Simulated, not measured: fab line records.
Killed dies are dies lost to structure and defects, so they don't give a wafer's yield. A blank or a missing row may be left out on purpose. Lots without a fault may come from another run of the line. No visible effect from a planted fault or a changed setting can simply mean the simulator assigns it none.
Struck lot and sound lot, side by side -- flow gf180mcu -- 43 steps out of a route of 602
Sound: wafers L979.2, L979.4, L979.6. Struck: wafer L990.4 (left out: L990.2, L990.3 of the same lot, which were not struck); the cause appears at the end.
Order at every step that has rows: each side's tool, ch and its chambers, its first start. Under that, the readings that differ: sound wafers -- struck wafers -- difference of the means -- sigmas: that difference in standard deviations of wafers without a fault.
alike: words and numbers the same on both sides, and readings whose means are apart by under 2 such deviations; not compared: readings that were withheld, readings missing a value for some wafer, numbers with overlapping values and no deviation given by the record, and bounds like >300 which may hide the same value.
Wherever a step has rows on one side only, a row that says differs or no value, or a row with sigmas, the two part there. Numbers that have no deviation but don't overlap get no sigmas and don't part them. A reading missing from all wafers of one side parts the sides only when that side holds two or more wafers.

first, 4 steps without rows for these wafers: GF_V3_STRIP_19 (strips in post etch residue remover, time 1200 s); GF_V3_CLEAN_20 (cleans in DIW); GF_V3_SPUTTER_21 (material Ti, target thk 15 nm, time 80.02 s); GF_V3_SPUTTER_22 (material TiN, target thk 10 nm, time 40 s).
GF_V3_CVD_23: deposits W, target thk 350 nm, time 104.9 s.
  sound on cvd w-01 ch 0,1, day 22 14:52; struck on cvd w-01 ch 1, day 26 11:05
  alike: heater power w
GF_V3_RS_MEAS_24: a four-point-probe measurement.
  sound: film metro-02 at day 22 15:00; struck: film metro-02 at day 26 11:13
  alike: V3_W_RS
GF_V3_THK_MEAS_25: measures by xrf.
  sound: film metro-02 at day 22 15:07; struck: film metro-02 at day 26 11:20
  alike: V3_W_THK
then, 2 steps without rows for these wafers: GF_V3_CMP_26 (polishes, stops on SiO2, t overpolish 15 s, target thk 0 nm); GF_M4_SPUTTER_00 (material Ti, target thk 37.5 nm, time 150 s).
GF_M4_SPUTTER_01: material TiN, target thk 30 nm, time 25 s.
  sound: pvd sputter-04 at day 22 15:34; struck: pvd sputter-03 at day 26 11:47
  alike: chamber pressure pa, throttle valve pct
GF_M4_SPUTTER_02: material AlCu, target thk 450 nm, time 23.9 s.
  sound: pvd sputter-04 at day 22 15:35; struck: pvd sputter-03 at day 26 11:49
reading,sound,struck,difference,sigmas
throttle valve pct (%),29.1 30.5 30.1,32.1,+2.2,+2
  alike: chamber pressure pa
GF_M4_SPUTTER_03: material Ti, target thk 10 nm, time 6.7 s.
  sound: pvd sputter-04 at day 22 15:37; struck: pvd sputter-03 at day 26 11:50
  alike: chamber pressure pa, throttle valve pct
GF_M4_SPUTTER_04: material TiN, target thk 50 nm, time 41.7 s.
  sound: pvd sputter-04 at day 22 15:38; struck: pvd sputter-03 at day 26 11:52
reading,sound,struck,difference,sigmas
model.TiN_of_M4_SPUTTER_04.thk nm (nm),50.62 50.07 50.03,62.26,+12.02,
  alike: chamber pressure pa, throttle valve pct
GF_M4_RS_MEAS_05: a four-point-probe measurement.
  sound: film metro-03 at day 22 15:42; struck: film metro-04 at day 26 11:55
  alike: M4_ALCU_RS
GF_M4_THK_MEAS_06: measures by xrf.
  sound: film metro-03 at day 22 15:49; struck: film metro-04 at day 26 12:02
reading,sound,struck,difference,sigmas
M4_ALCU_THK (nm),448 455 457,442,-11,-2
then, 7 steps without rows for these wafers: GF_M4_DEHYDRATE_07 (time 60 s); GF_M4_HMDS_08 (prime time 60 s); GF_M4_COAT_09 (resist thk 1000 nm); GF_M4_SOFTBAKE_10 (time 60 s); GF_M4_EXPOSE_11 (exposes mask Metal4, target cd 280 nm); GF_M4_PEB_12 (peb time 90 s); GF_M4_DEVELOP_13 (develop time 60 s).
GF_M4_CD_MEAS_14: the cd target is 280 nm.
  sound: cd sem-02 at day 23 14:17; struck: cd sem-02 at day 27 08:11
  alike: cd nm
GF_M4_OVL_MEAS_15:
  sound: overlay-02 at day 23 14:24; struck: overlay-01 at day 27 08:18
  alike: M4_OVL
GF_M4_METAL_ETCH_16: etches the open film in Cl2/BCl3, stops on SiO2, target depth 627.5 nm, time 104.6 s.
  sound on rie metal-03 ch 0, day 23 14:28; struck on rie metal-01 ch 1, day 27 08:22
  alike: drypump motor current A, oes product au, throttle valve pct
  not compared: rf hours counter h
then, 4 steps without rows for these wafers: GF_M4_STRIP_17 (strips in O2/N2); GF_M4_STRIP_18 (strips in post etch residue remover, time 1200 s); GF_M4_CLEAN_19 (cleans in DIW); GF_V4_CVD_00 (deposits SiO2, target thk 600 nm, time 100 s).
GF_V4_THK_MEAS_01:
  sound: film metro-03 at day 23 15:37; struck: film metro-02 at day 27 09:10
reading,sound,struck,difference,sigmas
V4_CVD_00_THK (nm),591 600 589,610,+17,+2
GF_V4_CVD_02: deposits SiO2 from TEOS, target thk 850 nm, time 94.851 s.
  sound on pecvd-04 ch 1,2, day 23 15:40; struck on pecvd-01 ch 0, day 27 09:13
  alike: heater power w
GF_V4_THK_MEAS_03:
  sound: film metro-02 at day 23 15:45; struck: film metro-04 at day 27 09:18
  alike: V4_CVD_02_THK
then, 1 step without rows for these wafers: GF_V4_CMP_04 (polishes SiO2).
GF_V4_BOW_MEAS_05:
  sound: film metro-03 at day 23 16:07; struck: film metro-02 at day 27 09:40
  alike: V4_BOW
then, 8 steps without rows for these wafers: GF_V4_DEHYDRATE_06 (time 60 s); GF_V4_HMDS_07 (prime time 60 s); GF_V4_COAT_08; GF_V4_COAT_09 (resist thk 1000 nm); GF_V4_SOFTBAKE_10 (time 60 s); GF_V4_EXPOSE_11 (exposes mask Via4, target cd 260 nm); GF_V4_PEB_12 (peb time 90 s); GF_V4_DEVELOP_13 (develop time 60 s).
GF_V4_STRIP_19: strips in post etch residue remover, time 1200 s.
  sound on wet bench-02 ch 0, day 24 14:46; struck on wet bench-03 ch 3, day 28 05:38
reading,sound,struck,difference,sigmas
model.TiN_of_M4_SPUTTER_04.thk nm (nm),49.78 49.23 49.2,61.43,+12.03,

== WHERE THEY PART ==
Earliest at GF_M4_SPUTTER_02; latest, in this record, at GF_V4_THK_MEAS_01. Later steps at which nothing parts them and some readings are alike: GF_V4_CVD_02, GF_V4_THK_MEAS_03, GF_V4_BOW_MEAS_05.

WHY: whatever the simulator had introduced
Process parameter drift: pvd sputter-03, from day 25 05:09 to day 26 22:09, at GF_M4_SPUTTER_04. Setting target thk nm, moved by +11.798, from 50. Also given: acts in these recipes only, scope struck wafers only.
